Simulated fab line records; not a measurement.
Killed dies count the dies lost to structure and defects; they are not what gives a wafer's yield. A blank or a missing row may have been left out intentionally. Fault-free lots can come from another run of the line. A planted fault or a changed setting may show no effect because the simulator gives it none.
fab line records ; flow gf180mcu
[record] lots = 6; wafers = 18; last_day = 33
route steps=602 shown M1@334 V1@335
lots that met no fault: from a run of the same line without faults
start_h: hours from the record's opening day to when the first of the lot's shown wafers began ; wait_h: time in hours since the lot's previous step ; " identical to the entry in the row above ; L1.1+2: a single row standing in for several wafers ; - no value present, or no start provided ; * or withheld: withheld ; < > ~ a bound
route shown NAME@n: a module of which the file shows steps, and the number in the route of the first ; usual: the fault-free wafers' mean and standard deviation ; same: alike in all rows ; chamber/n: place in a boat ; sites: per-site readings ; _std_site: how widely they spread, as a standard deviation ; _edge_site: the outer-site mean with the inner-site mean subtracted ; radius_mm: for every site, how far away it sits from the centre of the wafer ; mask NAME#n: copy n ; behind: the last tool/chamber to shape the wafer ; hold: cause of the lot's hold/its duration in hours/its outcome ; device: which transistor (n, p or np) failed to switch ; end of line: the route-end tests of the same wafers ; a step without rows: its recipe alone ; killed: at the first sort, the dies lost to defects and structure; wafer yield is something else ; map: shows each die of a wafer: x if killed, . if not, _ if none is there
set.NAME: setting as actually run; set.NAME@STEP: the setting as run at that earlier step ; model.NAME: the simulator's own value behind a step, which no gauge read
lots seen at some steps along the route; tables by step, rows by wafer
services: the hour from which a tool's chamber was out of use, counted from the record's first day as start_h (under 0 if before that day), plus the number of hours and why
[[steps]]
[step GF_M1_CLEAN_19]
[recipe] chemistry = DIW; dry = n2_spin
[step GF_V1_CVD_00]
[recipe] material = SiO2; target_thk_nm = 600; sigma_open_frac = 0.3; temp_c = 400; time_s = 100; sih4_flow_sccm = 60; pressure_mtorr = 6
[step GF_V1_THK_MEAS_01]
[recipe] reads = SiO2_of_V1_CVD_00
[usual] V1_CVD_00_THK = 598/8.9
lot.wafer;tool;chamber;start_h;wait_h;V1_CVD_00_THK[nm]
L507.2;film_metro-02;-;415.56;0.0;601
L507.3;film_metro-02;-;415.56;0.0;612
L507.5;film_metro-02;-;415.56;0.0;614
L510.1;film_metro-04;-;440.63;0.0;581
L510.3;film_metro-04;-;440.63;0.0;586
L510.6;film_metro-04;-;440.63;0.0;586
L517.3;film_metro-04;-;503.33;0.1;604
L517.4;film_metro-04;-;503.33;0.1;594
L517.5;film_metro-04;-;503.33;0.1;596
L518.1;film_metro-01;-;517.99;0.0;590
L518.4;film_metro-01;-;517.99;0.0;611
L518.5;film_metro-01;-;517.99;0.0;611
L519.1;film_metro-02;-;532.61;0.0;600
L519.4;film_metro-02;-;532.61;0.0;601
L519.5;film_metro-02;-;532.61;0.0;594
L523.2;film_metro-04;-;556.87;0.0;594
L523.4;film_metro-04;-;556.87;0.0;595
L523.6;film_metro-04;-;556.87;0.0;595
[step GF_V1_CVD_02]
[recipe] material = SiO2; target_thk_nm = 850; precursor = TEOS; temp_c = 400; time_s = 94.851; rf_w = 600
[usual] heater_power_w = 676/86
lot.wafer;tool;chamber;start_h;wait_h;heater_power_w
L507.2;pecvd-03;1;415.61;0.0;862
L507.3;pecvd-03;2;415.61;0.0;675
L507.5;pecvd-03;0;415.61;0.0;730
L510.1;pecvd-02;0;440.69;0.1;732
L510.3;pecvd-02;1;440.69;0.1;757
L510.6;pecvd-02;1;440.69;0.1;598
L517.3;pecvd-01;1;503.37;0.0;612
L517.4;pecvd-01;1;503.37;0.0;661
L517.5;pecvd-01;0;503.37;0.0;595
L518.1;pecvd-02;0;518.05;0.1;663
L518.4;pecvd-02;0;518.05;0.1;717
L518.5;pecvd-02;1;518.05;0.1;731
L519.1;pecvd-02;2;532.67;0.1;545
L519.4;pecvd-02;0;532.67;0.1;613
L519.5;pecvd-02;2;532.67;0.1;586
L523.2;pecvd-03;0;556.92;0.0;760
L523.4;pecvd-03;0;556.92;0.0;642
L523.6;pecvd-03;1;556.92;0.0;863
[step GF_V1_THK_MEAS_03]
[recipe] reads = SiO2_of_V1_CVD_02
[usual] V1_CVD_02_THK = 849/14
lot.wafer;tool;chamber;start_h;wait_h;V1_CVD_02_THK[nm]
L507.2;film_metro-04;-;415.69;0.0;850
L507.3;film_metro-04;-;415.69;0.0;848
L507.5;film_metro-04;-;415.69;0.0;842
L510.1;film_metro-01;-;440.76;0.0;854
L510.3;film_metro-01;-;440.76;0.0;848
L510.6;film_metro-01;-;440.76;0.0;854
L517.3;film_metro-02;-;503.46;0.1;844
L517.4;film_metro-02;-;503.46;0.1;851
L517.5;film_metro-02;-;503.46;0.1;843
L518.1;film_metro-01;-;518.12;0.0;848
L518.4;film_metro-01;-;518.12;0.0;856
L518.5;film_metro-01;-;518.12;0.0;854
L519.1;film_metro-01;-;532.74;0.0;860
L519.4;film_metro-01;-;532.74;0.0;860
L519.5;film_metro-01;-;532.74;0.0;865
L523.2;film_metro-01;-;557.00;0.0;819
L523.4;film_metro-01;-;557.00;0.0;829
L523.6;film_metro-01;-;557.00;0.0;858
[step GF_V1_CMP_04]
[recipe] material = SiO2; down_force_psi = 4; platen_rpm = 60; pad_velocity_m_s = 0.94248
[usual] motor_current_A = 12.7/1.3; time_to_endpoint_s = 79/6.7
lot.wafer;tool;chamber;start_h;wait_h;motor_current_A;time_to_endpoint_s
L507.2;cmp-02;0;415.79;0.1;13.0;72
L507.3;cmp-02;1;415.79;0.1;12.5;70
L507.5;cmp-02;3;415.79;0.1;12.1;77
L510.3;cmp-02;3;440.82;0.0;12.4;76
L510.1;cmp-02;2;440.82;0.0;12.7;75
L510.6;cmp-02;3;440.82;0.0;12.1;79
L517.3;cmp-01;0;503.50;0.0;11.6;85
L517.4;cmp-01;3;503.50;0.0;15.3;90
L517.5;cmp-01;0;503.50;0.0;11.6;84
L518.1;cmp-02;3;518.27;0.1;12.5;79
L518.4;cmp-02;1;518.27;0.1;12.3;80
L518.5;cmp-02;0;518.27;0.1;12.3;75
L519.4;cmp-02;0;532.80;0.0;12.9;84
L519.1;cmp-02;3;532.80;0.0;11.9;88
L519.5;cmp-02;0;532.80;0.0;12.8;85
L523.2;cmp-02;0;557.15;0.1;12.9;67
L523.4;cmp-02;1;557.15;0.1;12.0;71
L523.6;cmp-02;3;557.15;0.1;12.6;86
[step GF_V1_BOW_MEAS_05]
[recipe] mode = bow
[usual] V1_BOW = 82/7.6
lot.wafer;tool;chamber;start_h;wait_h;V1_BOW[um]
L507.2;film_metro-04;-;416.06;0.2;80
L507.3;film_metro-04;-;416.06;0.2;56
L507.5;film_metro-04;-;416.06;0.2;68
L510.1;film_metro-04;-;441.12;0.1;86
L510.3;film_metro-04;-;441.12;0.1;91
L510.6;film_metro-04;-;441.12;0.1;77
L517.3;film_metro-01;-;503.84;0.3;86
L517.4;film_metro-01;-;503.84;0.3;86
L517.5;film_metro-01;-;503.84;0.3;83
L518.1;film_metro-02;-;518.57;0.2;76
L518.4;film_metro-02;-;518.57;0.2;86
L518.5;film_metro-02;-;518.57;0.2;86
L519.1;film_metro-02;-;533.10;0.1;96
L519.4;film_metro-02;-;533.10;0.1;82
L519.5;film_metro-02;-;533.10;0.1;88
L523.2;film_metro-04;-;557.37;0.2;80
L523.4;film_metro-04;-;557.37;0.2;86
L523.6;film_metro-04;-;557.37;0.2;85
[step GF_V1_DEHYDRATE_06]
[recipe] temp_c = 200; time_s = 60
[step GF_V1_HMDS_07]
[recipe] prime_time_s = 60; prime_temp_c = 120
[step GF_V1_COAT_08]
[recipe] resist = BARC; temp_c = withheld; time_s = withheld; spin_rpm = withheld; resist_thk_nm = withheld
[step GF_V1_COAT_09]
[recipe] resist = KrF; spin_rpm = withheld; resist_thk_nm = 1000
[step GF_V1_SOFTBAKE_10]
[recipe] temp_c = 130; time_s = 60; resist = KrF
[step GF_V1_EXPOSE_11]
[recipe] mask_id = Via1; target_cd_nm = 260; na = 0.68; source_shape = conventional; sigma_outer = 0.6; dose_mj = 38
[same] na = 0.68
lot.wafer;tool;chamber;start_h;wait_h;mask;model.V1.overlay_x_nm
L507.2+3+5;krf_scanner-01;0;429.05;-;Via1#0;-1.263
L510.1+3+6;krf_scanner-01;0;453.70;-;Via1#0;3.796
L517.3+4+5;krf_scanner-01;0;516.18;-;Via1#0;28.22
L518.1+4+5;krf_scanner-01;0;530.25;-;Via1#0;27.01
L519.1+4+5;krf_scanner-02;0;543.84;-;Via1#0;0.1021
L523.2+4+6;krf_scanner-02;0;568.41;-;Via1#0;-0.8932
[step GF_V1_PEB_12]
[recipe] peb_temp_c = 135; peb_time_s = 90; resist = KrF
[step GF_V1_DEVELOP_13]
[recipe] develop_time_s = 60; resist = KrF; dev_temp_c = 21
[step GF_V1_CD_MEAS_14]
[recipe] target_cd_nm = 260
[usual] cd_nm = 259.9/1.2
lot.wafer;tool;chamber;start_h;wait_h;cd_nm
L507.2;cd_sem-01;-;440.69;0.1;259.1
L507.3;cd_sem-01;-;440.69;0.1;259.7
L507.5;cd_sem-01;-;440.69;0.1;261.0
L510.1;cd_sem-02;-;464.90;0.1;258.0
L510.3;cd_sem-02;-;464.90;0.1;257.8
L510.6;cd_sem-02;-;464.90;0.1;258.3
L517.3;cd_sem-02;-;527.34;0.1;261.9
L517.4;cd_sem-02;-;527.34;0.1;261.5
L517.5;cd_sem-02;-;527.34;0.1;261.3
L518.1;cd_sem-02;-;541.36;0.1;261.0
L518.4;cd_sem-02;-;541.36;0.1;259.8
L518.5;cd_sem-02;-;541.36;0.1;259.7
L519.1;cd_sem-01;-;555.26;0.1;259.0
L519.4;cd_sem-01;-;555.26;0.1;259.9
L519.5;cd_sem-01;-;555.26;0.1;259.8
L523.2;cd_sem-02;-;579.69;0.1;259.2
L523.4;cd_sem-02;-;579.69;0.1;259.9
L523.6;cd_sem-02;-;579.69;0.1;258.6
[step GF_V1_OVL_MEAS_15]
[usual] V1_OVL = 8/5.2
lot.wafer;tool;chamber;start_h;wait_h;V1_OVL[nm]
L507.2;overlay-01;-;440.80;0.1;17
L507.3;overlay-01;-;440.80;0.1;11
L507.5;overlay-01;-;440.80;0.1;11
L510.1;overlay-02;-;465.02;0.1;13
L510.3;overlay-02;-;465.02;0.1;11
L510.6;overlay-02;-;465.02;0.1;7
L517.3;overlay-01;-;527.43;0.1;40
L517.4;overlay-01;-;527.43;0.1;42
L517.5;overlay-01;-;527.43;0.1;37
L518.1;overlay-01;-;541.48;0.1;34
L518.4;overlay-01;-;541.48;0.1;37
L518.5;overlay-01;-;541.48;0.1;38
L519.1;overlay-02;-;555.38;0.1;7
L519.4;overlay-02;-;555.38;0.1;0
L519.5;overlay-02;-;555.38;0.1;6
L523.2;overlay-01;-;579.79;0.1;10
L523.4;overlay-01;-;579.79;0.1;8
L523.6;overlay-01;-;579.79;0.1;-2
[step GF_V1_ETCH_16]
[recipe] chemistry = N2/H2; target_depth_a = withheld; overetch_a = withheld; time_s = withheld; target = BARC; ion_energy_ev = 200; source_w = 500; bias_w = 100; pressure_mtorr = 30; n2_flow_sccm = 100; h2_flow_sccm = 200
[usual] drypump_motor_current_A = 5.7/0.35; oes_product_au = 0.855/0.0052; throttle_valve_pct = 13.227/0.0088
lot.wafer;tool;chamber;start_h;wait_h;drypump_motor_current_A;oes_product_au;throttle_valve_pct
L507.2;rie_diel-02;0;440.83;0.0;5.3;0.847;13.237
L507.3;rie_diel-02;2;440.83;0.0;6.3;0.851;13.216
L507.5;rie_diel-02;2;440.83;0.0;6.3;0.848;13.226
L510.1;rie_diel-03;1;465.06;0.0;5.8;0.855;13.215
L510.3;rie_diel-03;2;465.06;0.0;5.6;0.848;13.232
L510.6;rie_diel-03;0;465.06;0.0;5.9;0.859;13.238
L517.3;rie_diel-02;1;527.45;0.0;5.2;0.857;13.234
L517.4;rie_diel-02;2;527.45;0.0;6.3;0.840;13.218
L517.5;rie_diel-02;2;527.45;0.0;6.4;0.858;13.229
L518.1;rie_diel-04;2;541.52;0.0;6.4;0.854;13.235
L518.4;rie_diel-04;1;541.52;0.0;6.0;0.849;13.218
L518.5;rie_diel-04;2;541.52;0.0;6.4;0.861;13.224
L519.1;rie_diel-02;2;555.42;0.0;6.3;0.860;13.231
L519.4;rie_diel-02;1;555.42;0.0;5.2;0.857;13.244
L519.5;rie_diel-02;2;555.42;0.0;6.3;0.846;13.223
L523.2;rie_diel-02;1;579.82;0.0;5.2;0.857;13.220
L523.4;rie_diel-02;0;579.82;0.0;5.3;0.856;13.238
L523.6;rie_diel-02;0;579.82;0.0;5.3;0.853;13.243
[[services]]
tool;chamber;start_h;hours;kind
rie_diel-02;-;399.04;14.6;pm
cmp-02;-;404.23;4.0;pm
pecvd-02;-;408.22;1.0;repair
krf_scanner-01;-;410.85;1.3;pm
krf_scanner-01;-;413.98;0.8;repair
krf_scanner-01;-;422.81;0.8;pm
krf_scanner-01;-;432.74;0.7;repair
pecvd-02;-;444.16;1.7;repair
krf_scanner-01;-;448.97;1.0;pm
krf_scanner-02;-;457.64;0.8;repair
krf_scanner-02;-;460.30;1.3;pm
krf_scanner-02;-;481.22;3.0;pm
cmp-02;-;482.50;3.8;repair
cmp-02;-;486.27;5.1;pm
pecvd-02;-;487.11;1.0;repair
cmp-02;-;499.24;4.8;pm
pecvd-02;-;504.16;0.6;repair
pecvd-03;0;510.89;19.5;repair
rie_diel-02;0;535.37;1.3;repair
cmp-02;-;535.77;10.9;pm
pecvd-02;-;547.11;2.8;pm
krf_scanner-02;-;548.04;1.0;pm
krf_scanner-01;-;548.84;1.0;repair
krf_scanner-02;-;565.86;1.1;repair
[[key]]
[first_sign] step = GF_V1_OVL_MEAS_15; reading = V1_OVL; direction = up; sigmas = 5.7; usual = 8; struck = 38
effect none on later readings
[model_effect] step = GF_V1_EXPOSE_11; value = V1.overlay_x_nm; without = 2.318; struck = 27.61
met_at GF_V1_EXPOSE_11
struck_wafers L517.3,L517.4,L517.5,L518.1,L518.4,L518.5
onset_between 453.70 516.18
[fault] kind = scanner_matching_overlay; tool = krf_scanner-01; chamber = -; onset_h = 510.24; steps = GF_V1_EXPOSE_11; offset = 25.294
